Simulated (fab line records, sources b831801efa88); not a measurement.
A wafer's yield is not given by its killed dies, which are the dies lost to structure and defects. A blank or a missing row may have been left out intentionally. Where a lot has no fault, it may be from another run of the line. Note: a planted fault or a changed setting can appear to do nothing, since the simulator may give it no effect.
What tool caused it?	flow sky130	45 wafers from 15 lots sampled at 4 of the route's 708 steps

## WHAT THE GAUGES READ, wafer by wafer
SKY_POLY_GATE_THK_MEAS_01.
lot	measured	on	POLY_GATE_CVD_00_THK (nm)
L625	day 14 08:29	film-metro-01	179.5 180.5 180.2
L626	day 14 08:32	film-metro-02	181.3 181.2 181.5
L627	day 14 20:47	film-metro-04	183.6 183.4 184.4
L630	day 16 00:29	film-metro-02	181.7 182.4 181.2
L631	day 16 00:29	film-metro-04	181.8 181.5 182.7
L632	day 17 02:58	film-metro-01	180.1 181.4 181.1
L636	day 18 03:59	film-metro-01	181.5 182.4 180.5
L637	day 18 13:33	film-metro-02	178.4 179.8 180.6
L639	day 19 00:28	film-metro-04	182.6 183.1 182.1
L643	day 20 13:08	film-metro-04	178.7 178.4 180.0
L644	day 20 21:01	film-metro-04	177.0 178.0 177.5
L645	day 20 22:13	film-metro-04	178.4 178.0 179.8
L646	day 21 08:10	film-metro-04	181.2 182.9 182.2
L647	day 21 17:49	film-metro-01	176.6 177.7 176.9
L648	day 22 00:49	film-metro-01	180.7 182.4 181.4

SKY_LDD_HVN_OVL_MEAS_07.
lot	measured	on	LDD_HVN_OVL (nm)
L625	day 20 10:26	overlay-01	-3.4 -1.7 -1.8
L626	day 20 11:30	overlay-02	-1.3 -0.9 -0.7
L627	day 21 05:13	overlay-02	-0.6 1.4 -0.3
L630	day 22 12:21	overlay-02	-2.2 -1.5 -2.1
L631	day 22 12:19	overlay-01	-1.8 -1.2 -2.9
L632	day 23 16:31	overlay-02	-2.7 -2.5 -1.3
L636	day 24 17:47	overlay-01	-0.2 0.6 -1.9
L637	day 25 04:07	overlay-02	-1.0 -2.1 -1.5
L639	day 25 12:51	overlay-02	0.2 -1.0 -3.2
L646	day 27 15:43	overlay-01	-0.4 -1.5 -1.7
L647	day 28 01:07	overlay-02	0.1 0.0 1.3
L648	day 28 10:49	overlay-01	-2.5 -2.5 -2.2

## WHICH TOOL RAN EACH LOT (tool, then ch and the chambers of the sampled wafers, then the start)
lot	SKY_VT_ADJUST_HVTR_STRIP_10	SKY_LDD_N_IMPLANT_12
L625	plasma-asher-01 ch 0,1, day 9 15:10	implanter-04 ch 0, day 17 21:33
L626	plasma-asher-03 ch 0,1, day 9 18:37	implanter-03 ch 0, day 17 21:51
L627	plasma-asher-01 ch 0,1, day 10 02:59	implanter-02 ch 0, day 18 14:59
L630	plasma-asher-04 ch 1, day 11 01:25	implanter-03 ch 0, day 19 22:30
L631	plasma-asher-04 ch 0,1, day 11 03:50	implanter-02 ch 0, day 19 22:19
L632	plasma-asher-01 ch 0,1, day 11 16:34	implanter-02 ch 0, day 21 03:04
L636	plasma-asher-01 ch 0,1, day 12 22:46	implanter-03 ch 0, day 22 04:32
L637	plasma-asher-04 ch 0,1, day 13 12:17	implanter-04 ch 0, day 22 13:47
L639	plasma-asher-03 ch 0,1, day 13 22:16	implanter-03 ch 0, day 23 00:22
L643	plasma-asher-01 ch 0,1, day 15 02:31	implanter-04, day 24 14:31
L644	plasma-asher-01 ch 0,1, day 15 11:26	implanter-03, day 24 20:15
L645	plasma-asher-03 ch 1, day 15 11:28	implanter-03, day 24 23:24
L646	plasma-asher-04 ch 0,1, day 15 20:31	implanter-04 ch 0, day 25 05:28
L647	plasma-asher-03 ch 0,1, day 16 05:17	implanter-03 ch 0, day 25 15:45
L648	plasma-asher-04 ch 0,1, day 16 14:40	implanter-04 ch 0, day 25 23:56
- SKY_VT_ADJUST_HVTR_STRIP_10: strips in O2/N2.
- SKY_LDD_N_IMPLANT_12

## WHAT THE TOOLS THEMSELVES READ (means of the sampled wafers that have a number; where no wafer has one, the mark that the record gives instead)
SKY_VT_ADJUST_HVTR_STRIP_10.
lot	tool	drypump-motor-current-A (A)	oes-product-au (a.u.)	strip-time-to-endpoint-s (s)
L625	plasma-asher-01	6.1	0.717	14.20
L626	plasma-asher-03	5.7	0.715	14.18
L627	plasma-asher-01	6.0	0.713	14.11
L630	plasma-asher-04	6.2	0.713	14.16
L631	plasma-asher-04	6.3	0.713	14.17
L632	plasma-asher-01	5.6	0.717	14.14
L636	plasma-asher-01	5.5	0.715	14.21
L637	plasma-asher-04	6.3	0.720	14.13
L639	plasma-asher-03	5.6	0.718	14.14
L643	plasma-asher-01	5.6	0.717	14.18
L644	plasma-asher-01	6.1	0.714	14.14
L645	plasma-asher-03	5.8	0.717	14.22
L646	plasma-asher-04	6.3	0.717	14.20
L647	plasma-asher-03	5.5	0.710	14.17
L648	plasma-asher-04	6.2	0.712	14.17

SKY_LDD_N_IMPLANT_12.
lot	tool	beam-energy-keV	beam-on-s (s)	faraday-current-uA
L625	implanter-04	49.985	10.28	27.5
L626	implanter-03	50.004	9.98	28.2
L627	implanter-02	50.008	9.81	28.7
L630	implanter-03	49.990	10.10	27.9
L631	implanter-02	49.998	10.13	27.8
L632	implanter-02	50.013	10.12	27.8
L636	implanter-03	49.986	10.00	28.2
L637	implanter-04	49.988	9.99	28.3
L639	implanter-03	49.994	9.99	28.2
L643	implanter-04	-	-	-
L644	implanter-03	-	-	-
L645	implanter-03	-	-	-
L646	implanter-04	50.009	9.98	28.2
L647	implanter-03	49.975	9.90	28.5
L648	implanter-04	49.995	10.03	28.1

## THE ANSWER, worked out from the rows above alone
Rule: what is usual is taken from the lots themselves. Put in order of their means at a reading, lots are off if they are a third of the lots or fewer, leave a main group of 4 or more, and stand apart from it by a gap of 3 or more times the standard deviation of the main group's means; of several such gaps the widest counts. A main group whose means are all the same, to the digits that the tables above print for the reading, isn't used. Also off: a lot with no number at a reading for which 4 or more lots have one. The other lots that the step has rows for count as sound. After the gauges, taken in route order, come the tools' own readings; for these a lot's mean is taken, as printed above. At the first step where some lot is off, the reading lying furthest off is the one used; lots without a number count as furthest.
Off: L643, L644, L645 (SKY_LDD_N_IMPLANT_12, beam-energy-keV). Without a number there: L643, L644, L645. The main group: mean 49.995, standard deviation 0.011.
If a tool, at that step or one of the process steps before it, ran each lot that is off and ran no sound lot following the first of them, it fits. No candidate that was tried fits.

## WHAT THE SIMULATOR HAD INSERTED
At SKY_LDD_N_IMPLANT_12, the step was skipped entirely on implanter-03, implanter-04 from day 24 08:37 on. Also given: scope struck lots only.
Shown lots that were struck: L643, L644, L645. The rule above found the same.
